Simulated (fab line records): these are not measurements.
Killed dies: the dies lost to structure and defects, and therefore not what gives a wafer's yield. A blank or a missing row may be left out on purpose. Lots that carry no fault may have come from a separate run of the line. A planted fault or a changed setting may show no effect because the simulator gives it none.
fab line records :: flow sky130 :: part 2 of 2: steps 29 to 40 of 40
record:
  lots: 5
  wafers: 15
  last-day: 50
route steps=708 shown VIA1@474 METAL2@483 VIA2@507
lots that met no fault: from a run of the same line without faults
start-h: the number of hours between the record's first day and the start of the first shown wafer of the lot :: wait-h: how many hours have passed since the lot's step before this one :: " unchanged from the row above :: L1.1+2: several wafers, shown together as one row :: - value missing, or start not given :: * or withheld: withheld :: < > ~ a bound
route shown NAME@n: names a module that has steps shown in the file, with the first one's number in the route :: usual: the fault-free wafers' mean and standard deviation :: same: alike in all rows :: chamber/n: place in a boat :: sites: the reading at each site :: _std_site: standard deviation of those values :: _edge_site: the outer-site mean with the inner-site mean subtracted :: radius-mm: how far each site lies from the wafer's centre :: mask NAME#n: copy n :: behind: tool/chamber where the wafer was last shaped :: hold: what put the lot on hold/how long, in hours/how the hold closed :: device: transistor that didn't switch, given as n, p or np :: end of line: tests run on the same wafers once the route is complete :: a step given without rows: its recipe and nothing more :: killed: dies that structure and defects cost at the first sort, which is not the same as the wafer's yield :: map: dies across one wafer; x = killed, . = not, _ = none there
set.NAME: setting as actually run; set.NAME@STEP: the setting as run at that earlier step :: model.NAME: the simulator's own value behind a step, which no gauge read
lots at selected steps of the route; one table per step, one row per wafer
services: from which hour (start-h, from the record's first day; less than 0 if before it) a tool's chamber was out of use, for how many hours, and why
== steps ==
step: SKY_METAL2_METAL_ETCH_19
recipe:
  target-depth-a: 3600
  stop-on: SiO2
  over-etch-frac: 0.3
  time-s: 78
  chemistry: Cl2/BCl3
  resist-sidewall-deg: 88
  pressure-mtorr: 10
  icp-w: 900
  bias-w: 48.5
  Cl2_flow_sccm: 60
  bcl3-flow-sccm: 30
usual:
  drypump-motor-current-A: 5.6/0.33
  oes-product-au: 0.855/0.0053
  throttle-valve-pct: 22.264/0.0095
lot.wafer: L074.2
tool: rie-metal-04
chamber: 1
start-h: 825.64
wait-h: 0.0
drypump-motor-current-A: 5.6
oes-product-au: 0.854
rf-hours-counter-h: 4
throttle-valve-pct: 22.261

lot.wafer: L074.3
tool: rie-metal-04
chamber: 0
start-h: 825.64
wait-h: 0.0
drypump-motor-current-A: 6.0
oes-product-au: 0.843
rf-hours-counter-h: -
throttle-valve-pct: 22.255

lot.wafer: L074.4
tool: rie-metal-04
chamber: 1
start-h: 825.64
wait-h: 0.0
drypump-motor-current-A: 5.6
oes-product-au: 0.857
rf-hours-counter-h: -
throttle-valve-pct: 22.267

lot.wafer: L076.2
tool: rie-metal-01
chamber: 0
start-h: 832.30
wait-h: 0.0
drypump-motor-current-A: 5.5
oes-product-au: 0.856
rf-hours-counter-h: 12
throttle-valve-pct: 22.260

lot.wafer: L076.3
tool: rie-metal-01
chamber: 1
start-h: 832.30
wait-h: 0.0
drypump-motor-current-A: 5.1
oes-product-au: 0.854
rf-hours-counter-h: -
throttle-valve-pct: 22.274

lot.wafer: L076.4
tool: rie-metal-01
chamber: 0
start-h: 832.30
wait-h: 0.0
drypump-motor-current-A: 5.5
oes-product-au: 0.861
rf-hours-counter-h: -
throttle-valve-pct: 22.270

lot.wafer: L083.3
tool: rie-metal-02
chamber: 0
start-h: 899.67
wait-h: 0.1
drypump-motor-current-A: 6.2
oes-product-au: 0.860
rf-hours-counter-h: -
throttle-valve-pct: 22.271

lot.wafer: L083.5
tool: rie-metal-02
chamber: 0
start-h: 899.67
wait-h: 0.1
drypump-motor-current-A: 6.2
oes-product-au: 0.848
rf-hours-counter-h: -
throttle-valve-pct: 22.267

lot.wafer: L083.6
tool: rie-metal-02
chamber: 1
start-h: 899.67
wait-h: 0.1
drypump-motor-current-A: 5.7
oes-product-au: 0.861
rf-hours-counter-h: -
throttle-valve-pct: 22.256

lot.wafer: L091.2
tool: rie-metal-02
chamber: 1
start-h: 958.63
wait-h: 0.0
drypump-motor-current-A: 5.7
oes-product-au: 0.860
rf-hours-counter-h: 18
throttle-valve-pct: 22.258

lot.wafer: L091.4
tool: rie-metal-02
chamber: 0
start-h: 958.63
wait-h: 0.0
drypump-motor-current-A: 6.1
oes-product-au: 0.852
rf-hours-counter-h: -
throttle-valve-pct: 22.248

lot.wafer: L091.5
tool: rie-metal-02
chamber: 1
start-h: 958.63
wait-h: 0.0
drypump-motor-current-A: 5.7
oes-product-au: 0.849
rf-hours-counter-h: -
throttle-valve-pct: 22.257

lot.wafer: L094.1
tool: rie-metal-04
chamber: 0
start-h: 967.98
wait-h: 0.0
drypump-motor-current-A: 6.0
oes-product-au: 0.851
rf-hours-counter-h: 2
throttle-valve-pct: 22.265

lot.wafer: L094.2
tool: rie-metal-04
chamber: 1
start-h: 967.98
wait-h: 0.0
drypump-motor-current-A: 5.6
oes-product-au: 0.849
rf-hours-counter-h: 12
throttle-valve-pct: 22.267

lot.wafer: L094.3
tool: rie-metal-04
chamber: 1
start-h: 967.98
wait-h: 0.0
drypump-motor-current-A: 5.6
oes-product-au: 0.859
rf-hours-counter-h: -
throttle-valve-pct: 22.262
step: SKY_METAL2_STRIP_20
recipe:
  chemistry: O2/N2
  power-w: 1400
  pressure-mtorr: 1500
  platen-temp-c: withheld
  o2-flow-sccm: 3000
  n2-flow-sccm: 300
  overash-fraction: 0.5
usual:
  drypump-motor-current-A: 5.6/0.32
  oes-product-au: 0.342/0.0052
  strip-time-to-endpoint-s: 2.67/0.058
lot.wafer: L074.2
tool: plasma-asher-04
chamber: 1
start-h: 825.73
wait-h: 0.1
drypump-motor-current-A: 5.0
oes-product-au: 0.344
rf-hours-counter-h: 103
strip-time-to-endpoint-s: 2.69

lot.wafer: L074.3
tool: plasma-asher-04
chamber: 1
start-h: 825.73
wait-h: 0.1
drypump-motor-current-A: 5.0
oes-product-au: 0.337
rf-hours-counter-h: -
strip-time-to-endpoint-s: 2.60

lot.wafer: L074.4
tool: plasma-asher-04
chamber: 0
start-h: 825.73
wait-h: 0.1
drypump-motor-current-A: 5.3
oes-product-au: 0.345
rf-hours-counter-h: -
strip-time-to-endpoint-s: 2.68

lot.wafer: L076.2
tool: plasma-asher-02
chamber: 1
start-h: 832.39
wait-h: 0.1
drypump-motor-current-A: 5.5
oes-product-au: 0.344
rf-hours-counter-h: 9
strip-time-to-endpoint-s: 2.72

lot.wafer: L076.3
tool: plasma-asher-02
chamber: 1
start-h: 832.39
wait-h: 0.1
drypump-motor-current-A: 5.5
oes-product-au: 0.338
rf-hours-counter-h: -
strip-time-to-endpoint-s: 2.62

lot.wafer: L076.4
tool: plasma-asher-02
chamber: 0
start-h: 832.39
wait-h: 0.1
drypump-motor-current-A: 5.6
oes-product-au: 0.343
rf-hours-counter-h: -
strip-time-to-endpoint-s: 2.72

lot.wafer: L083.3
tool: plasma-asher-02
chamber: 0
start-h: 899.76
wait-h: 0.1
drypump-motor-current-A: 5.6
oes-product-au: 0.342
rf-hours-counter-h: -
strip-time-to-endpoint-s: 2.74

lot.wafer: L083.5
tool: plasma-asher-02
chamber: 1
start-h: 899.76
wait-h: 0.1
drypump-motor-current-A: 5.5
oes-product-au: 0.346
rf-hours-counter-h: -
strip-time-to-endpoint-s: 2.74

lot.wafer: L083.6
tool: plasma-asher-02
chamber: 0
start-h: 899.76
wait-h: 0.1
drypump-motor-current-A: 5.6
oes-product-au: 0.344
rf-hours-counter-h: -
strip-time-to-endpoint-s: 2.67

lot.wafer: L091.2
tool: plasma-asher-03
chamber: 1
start-h: 958.72
wait-h: 0.1
drypump-motor-current-A: 5.9
oes-product-au: 0.343
rf-hours-counter-h: 53
strip-time-to-endpoint-s: 2.65

lot.wafer: L091.4
tool: plasma-asher-03
chamber: 0
start-h: 958.72
wait-h: 0.1
drypump-motor-current-A: 6.0
oes-product-au: 0.348
rf-hours-counter-h: -
strip-time-to-endpoint-s: 2.75

lot.wafer: L091.5
tool: plasma-asher-03
chamber: 1
start-h: 958.72
wait-h: 0.1
drypump-motor-current-A: 5.9
oes-product-au: 0.344
rf-hours-counter-h: -
strip-time-to-endpoint-s: 2.67

lot.wafer: L094.1
tool: plasma-asher-02
chamber: 1
start-h: 968.07
wait-h: 0.1
drypump-motor-current-A: 5.5
oes-product-au: 0.336
rf-hours-counter-h: 23
strip-time-to-endpoint-s: 2.58

lot.wafer: L094.2
tool: plasma-asher-02
chamber: 0
start-h: 968.07
wait-h: 0.1
drypump-motor-current-A: 5.6
oes-product-au: 0.341
rf-hours-counter-h: 23
strip-time-to-endpoint-s: 2.61

lot.wafer: L094.3
tool: plasma-asher-02
chamber: 1
start-h: 968.07
wait-h: 0.1
drypump-motor-current-A: 5.5
oes-product-au: 0.329
rf-hours-counter-h: -
strip-time-to-endpoint-s: 2.58
step: SKY_METAL2_STRIP_21
recipe:
  chemistry: post-etch-residue-remover
  time-s: 1200
  temp-c: 72.5
lot.wafer: L074.2+3+4
tool: wet-bench-02
chamber: 2
start-h: 825.83
wait-h: 0.1

lot.wafer: L076.2+3+4
tool: wet-bench-03
chamber: 0
start-h: 832.49
wait-h: 0.1

lot.wafer: L083.3+5+6
tool: wet-bench-04
chamber: 0
start-h: 899.83
wait-h: 0.0

lot.wafer: L091.2+4+5
tool: wet-bench-03
chamber: 3
start-h: 958.82
wait-h: 0.1

lot.wafer: L094.1+2+3
tool: wet-bench-02
chamber: 2
start-h: 968.17
wait-h: 0.1
step: SKY_METAL2_CLEAN_22
recipe:
  chemistry: IPA
  time-s: 180
  temp-c: 25
lot.wafer: L074.2+3+4
tool: wet-bench-04
chamber: 3
start-h: 826.58
wait-h: 0.0

lot.wafer: L076.2+3+4
tool: wet-bench-02
chamber: 1
start-h: 833.30
wait-h: 0.0

lot.wafer: L083.3+5+6
tool: wet-bench-03
chamber: 0
start-h: 900.26
wait-h: 0.1

lot.wafer: L091.2+4+5
tool: wet-bench-04
chamber: 1
start-h: 959.16
wait-h: 0.0

lot.wafer: L094.1+2+3
tool: wet-bench-02
chamber: 3
start-h: 968.51
wait-h: 0.0
step: SKY_METAL2_CLEAN_23
recipe:
  chemistry: O3/DIW
  dry: n2-spin
lot.wafer: L074.2+3+4
tool: wet-bench-03
chamber: 2
start-h: 826.64
wait-h: 0.0

lot.wafer: L076.2+3+4
tool: wet-bench-04
chamber: 0
start-h: 833.43
wait-h: 0.0

lot.wafer: L083.3+5+6
tool: wet-bench-04
chamber: 0
start-h: 900.33
wait-h: 0.0

lot.wafer: L091.2+4+5
tool: wet-bench-04
chamber: 0
start-h: 959.28
wait-h: 0.0

lot.wafer: L094.1+2+3
tool: wet-bench-02
chamber: 3
start-h: 968.57
wait-h: 0.0
step: SKY_VIA2_HDPCVD_00
recipe:
  material: SiO2
  target-thk-nm: 1180
  sigma-open-frac: 0.3
  time-s: 196.7
  temp-c: 400
  sih4-flow-sccm: 60
  pressure-mtorr: 6
lot.wafer: L074.2+3+4
tool: hdpcvd-01
chamber: 0,1,0
start-h: 826.75
wait-h: 0.0

lot.wafer: L076.2+3+4
tool: hdpcvd-02
chamber: 2,1,1
start-h: 833.52
wait-h: 0.0

lot.wafer: L083.3+5+6
tool: hdpcvd-01
chamber: 0,1,2
start-h: 900.43
wait-h: 0.0

lot.wafer: L091.2+4+5
tool: hdpcvd-01
chamber: 0,0,1
start-h: 959.46
wait-h: 0.0

lot.wafer: L094.1+2+3
tool: hdpcvd-02
chamber: 2,0,1
start-h: 968.66
wait-h: 0.0
step: SKY_VIA2_THK_MEAS_01
recipe:
  reads: SiO2_of_VIA2_HDPCVD_00
usual:
  VIA2_HDPCVD_THK: 1179/11
lot.wafer: L074.2
tool: film-metro-01
chamber: -
start-h: 826.88
wait-h: 0.1
VIA2_HDPCVD_THK[nm]: 1194

lot.wafer: L074.3
tool: film-metro-01
chamber: -
start-h: 826.88
wait-h: 0.1
VIA2_HDPCVD_THK[nm]: 1199

lot.wafer: L074.4
tool: film-metro-01
chamber: -
start-h: 826.88
wait-h: 0.1
VIA2_HDPCVD_THK[nm]: 1198

lot.wafer: L076.2
tool: film-metro-01
chamber: -
start-h: 833.65
wait-h: 0.1
VIA2_HDPCVD_THK[nm]: 1190

lot.wafer: L076.3
tool: film-metro-01
chamber: -
start-h: 833.65
wait-h: 0.1
VIA2_HDPCVD_THK[nm]: 1181

lot.wafer: L076.4
tool: film-metro-01
chamber: -
start-h: 833.65
wait-h: 0.1
VIA2_HDPCVD_THK[nm]: 1180

lot.wafer: L083.3
tool: film-metro-02
chamber: -
start-h: 900.58
wait-h: 0.1
VIA2_HDPCVD_THK[nm]: 1184

lot.wafer: L083.5
tool: film-metro-02
chamber: -
start-h: 900.58
wait-h: 0.1
VIA2_HDPCVD_THK[nm]: 1186

lot.wafer: L083.6
tool: film-metro-02
chamber: -
start-h: 900.58
wait-h: 0.1
VIA2_HDPCVD_THK[nm]: 1186

lot.wafer: L091.2
tool: film-metro-03
chamber: -
start-h: 959.60
wait-h: 0.1
VIA2_HDPCVD_THK[nm]: 1185

lot.wafer: L091.4
tool: film-metro-03
chamber: -
start-h: 959.60
wait-h: 0.1
VIA2_HDPCVD_THK[nm]: 1180

lot.wafer: L091.5
tool: film-metro-03
chamber: -
start-h: 959.60
wait-h: 0.1
VIA2_HDPCVD_THK[nm]: 1200

lot.wafer: L094.1
tool: film-metro-03
chamber: -
start-h: 968.79
wait-h: 0.1
VIA2_HDPCVD_THK[nm]: 1172

lot.wafer: L094.2
tool: film-metro-03
chamber: -
start-h: 968.79
wait-h: 0.1
VIA2_HDPCVD_THK[nm]: 1188

lot.wafer: L094.3
tool: film-metro-03
chamber: -
start-h: 968.79
wait-h: 0.1
VIA2_HDPCVD_THK[nm]: 1177
step: SKY_VIA2_CMP_02
recipe:
  material: SiO2
  down-force-psi: 4
  platen-rpm: 60
  pad-velocity-m-s: 0.94248
usual:
  motor-current-A: 12.8/0.83
lot.wafer: L074.2
tool: cmp-01
chamber: 2
start-h: 826.93
wait-h: 0.0
motor-current-A: 12.6

lot.wafer: L074.4
tool: cmp-01
chamber: 0
start-h: 826.93
wait-h: 0.0
motor-current-A: 12.4

lot.wafer: L074.3
tool: cmp-01
chamber: 1
start-h: 826.93
wait-h: 0.0
motor-current-A: 13.1

lot.wafer: L076.4
tool: cmp-01
chamber: 3
start-h: 833.70
wait-h: 0.0
motor-current-A: 14.3

lot.wafer: L076.3
tool: cmp-01
chamber: 1
start-h: 833.70
wait-h: 0.0
motor-current-A: 12.5

lot.wafer: L076.2
tool: cmp-01
chamber: 2
start-h: 833.70
wait-h: 0.0
motor-current-A: 11.8

lot.wafer: L083.3
tool: cmp-01
chamber: 1
start-h: 900.77
wait-h: 0.2
motor-current-A: 12.6

lot.wafer: L083.6
tool: cmp-01
chamber: 2
start-h: 900.77
wait-h: 0.2
motor-current-A: 12.4

lot.wafer: L083.5
tool: cmp-01
chamber: 3
start-h: 900.77
wait-h: 0.2
motor-current-A: 14.7

lot.wafer: L091.4
tool: cmp-01
chamber: 0
start-h: 959.65
wait-h: 0.0
motor-current-A: 12.1

lot.wafer: L091.2
tool: cmp-01
chamber: 2
start-h: 959.65
wait-h: 0.0
motor-current-A: 11.7

lot.wafer: L091.5
tool: cmp-01
chamber: 0
start-h: 959.65
wait-h: 0.0
motor-current-A: 12.2

lot.wafer: L094.2
tool: cmp-02
chamber: 2
start-h: 968.90
wait-h: 0.1
motor-current-A: 12.7

lot.wafer: L094.3
tool: cmp-02
chamber: 3
start-h: 968.90
wait-h: 0.1
motor-current-A: 12.0

lot.wafer: L094.1
tool: cmp-02
chamber: 0
start-h: 968.90
wait-h: 0.1
motor-current-A: 12.7
step: SKY_VIA2_BOW_MEAS_03
recipe:
  mode: bow
usual:
  VIA2_BOW: 84/7.8
lot.wafer: L074.2
tool: film-metro-01
chamber: -
start-h: 827.25
wait-h: 0.3
VIA2_BOW[um]: 83

lot.wafer: L074.3
tool: film-metro-01
chamber: -
start-h: 827.25
wait-h: 0.3
VIA2_BOW[um]: 86

lot.wafer: L074.4
tool: film-metro-01
chamber: -
start-h: 827.25
wait-h: 0.3
VIA2_BOW[um]: 74

lot.wafer: L076.2
tool: film-metro-03
chamber: -
start-h: 834.02
wait-h: 0.1
VIA2_BOW[um]: 90

lot.wafer: L076.3
tool: film-metro-03
chamber: -
start-h: 834.02
wait-h: 0.1
VIA2_BOW[um]: 87

lot.wafer: L076.4
tool: film-metro-03
chamber: -
start-h: 834.02
wait-h: 0.1
VIA2_BOW[um]: 86

lot.wafer: L083.3
tool: film-metro-02
chamber: -
start-h: 900.96
wait-h: 0.1
VIA2_BOW[um]: 93

lot.wafer: L083.5
tool: film-metro-02
chamber: -
start-h: 900.96
wait-h: 0.1
VIA2_BOW[um]: 99

lot.wafer: L083.6
tool: film-metro-02
chamber: -
start-h: 900.96
wait-h: 0.1
VIA2_BOW[um]: 93

lot.wafer: L091.2
tool: film-metro-03
chamber: -
start-h: 959.97
wait-h: 0.2
VIA2_BOW[um]: 93

lot.wafer: L091.4
tool: film-metro-03
chamber: -
start-h: 959.97
wait-h: 0.2
VIA2_BOW[um]: 90

lot.wafer: L091.5
tool: film-metro-03
chamber: -
start-h: 959.97
wait-h: 0.2
VIA2_BOW[um]: 84

lot.wafer: L094.1
tool: film-metro-02
chamber: -
start-h: 969.15
wait-h: 0.1
VIA2_BOW[um]: 67

lot.wafer: L094.2
tool: film-metro-02
chamber: -
start-h: 969.15
wait-h: 0.1
VIA2_BOW[um]: 87

lot.wafer: L094.3
tool: film-metro-02
chamber: -
start-h: 969.15
wait-h: 0.1
VIA2_BOW[um]: 85
step: SKY_VIA2_DEHYDRATE_04
recipe:
  temp-c: 200
  time-s: 60
lot.wafer: L074.2+3+4
tool: litho-track-01
chamber: 0
start-h: 839.52
wait-h: 12.2

lot.wafer: L076.2+3+4
tool: litho-track-02
chamber: 0
start-h: 846.41
wait-h: 12.4

lot.wafer: L083.3+5+6
tool: litho-track-01
chamber: 0
start-h: 912.45
wait-h: 11.5

lot.wafer: L091.2+4+5
tool: litho-track-01
chamber: 0
start-h: 971.42
wait-h: 11.4

lot.wafer: L094.1+2+3
tool: litho-track-02
chamber: 0
start-h: 980.64
wait-h: 11.5
step: SKY_VIA2_HMDS_05
recipe:
  prime-time-s: 60
  prime-temp-c: 120
lot.wafer: L074.2+3+4
tool: litho-track-01
chamber: 0
start-h: 839.67
wait-h: 0.1

lot.wafer: L076.2+3+4
tool: litho-track-02
chamber: 0
start-h: 846.56
wait-h: 0.1

lot.wafer: L083.3+5+6
tool: litho-track-01
chamber: 0
start-h: 912.60
wait-h: 0.1

lot.wafer: L091.2+4+5
tool: litho-track-01
chamber: 0
start-h: 971.57
wait-h: 0.1

lot.wafer: L094.1+2+3
tool: litho-track-02
chamber: 0
start-h: 980.79
wait-h: 0.1
step: SKY_VIA2_COAT_06
recipe:
  resist: BARC
  temp-c: withheld
  time-s: withheld
  spin-rpm: 3000
  resist-thk-nm: 60
lot.wafer: L074.2+3+4
tool: litho-track-01
chamber: 0
start-h: 839.82
wait-h: 0.1

lot.wafer: L076.2+3+4
tool: litho-track-02
chamber: 0
start-h: 846.71
wait-h: 0.1

lot.wafer: L083.3+5+6
tool: litho-track-01
chamber: 0
start-h: 912.75
wait-h: 0.1

lot.wafer: L091.2+4+5
tool: litho-track-01
chamber: 0
start-h: 971.72
wait-h: 0.1

lot.wafer: L094.1+2+3
tool: litho-track-02
chamber: 0
start-h: 980.94
wait-h: 0.1
== services ==
tool: rie-metal-02
chamber: 0
start-h: 774.41
hours: 2.0
kind: repair

tool: rie-metal-02
chamber: 1
start-h: 793.50
hours: 19.7
kind: repair

tool: pvd-sputter-01
chamber: -
start-h: 814.61
hours: 11.5
kind: repair

tool: krf-scanner-01
chamber: -
start-h: 832.20
hours: 1.3
kind: pm

tool: rie-metal-02
chamber: -
start-h: 834.34
hours: 14.6
kind: pm

tool: wet-bench-02
chamber: -
start-h: 853.25
hours: 2.6
kind: repair

tool: krf-scanner-01
chamber: -
start-h: 858.93
hours: 4.9
kind: repair

tool: cmp-01
chamber: -
start-h: 863.16
hours: 3.6
kind: pm

tool: cmp-01
chamber: -
start-h: 879.30
hours: 8.8
kind: pm

tool: pvd-sputter-04
chamber: -
start-h: 883.49
hours: 6.7
kind: repair

tool: wet-bench-02
chamber: -
start-h: 899.92
hours: 3.6
kind: repair

tool: pvd-sputter-01
chamber: -
start-h: 900.93
hours: 0.5
kind: repair

tool: cvd-w-01
chamber: 0
start-h: 903.42
hours: 6.1
kind: repair

tool: cvd-w-01
chamber: -
start-h: 906.16
hours: 0.7
kind: repair

tool: krf-scanner-01
chamber: -
start-h: 908.27
hours: 0.8
kind: pm

tool: wet-bench-01
chamber: -
start-h: 911.24
hours: 1.0
kind: repair

tool: cmp-01
chamber: -
start-h: 912.00
hours: 4.0
kind: pm

tool: krf-scanner-01
chamber: -
start-h: 916.49
hours: 4.4
kind: pm

tool: krf-scanner-01
chamber: -
start-h: 925.22
hours: 8.6
kind: repair

tool: cmp-01
chamber: -
start-h: 925.33
hours: 0.3
kind: repair

tool: cvd-w-01
chamber: 1
start-h: 929.28
hours: 6.3
kind: repair

tool: krf-scanner-01
chamber: -
start-h: 935.10
hours: 1.0
kind: pm

tool: plasma-asher-02
chamber: -
start-h: 936.02
hours: 2.4
kind: repair

tool: pvd-sputter-01
chamber: -
start-h: 952.13
hours: 3.7
kind: repair
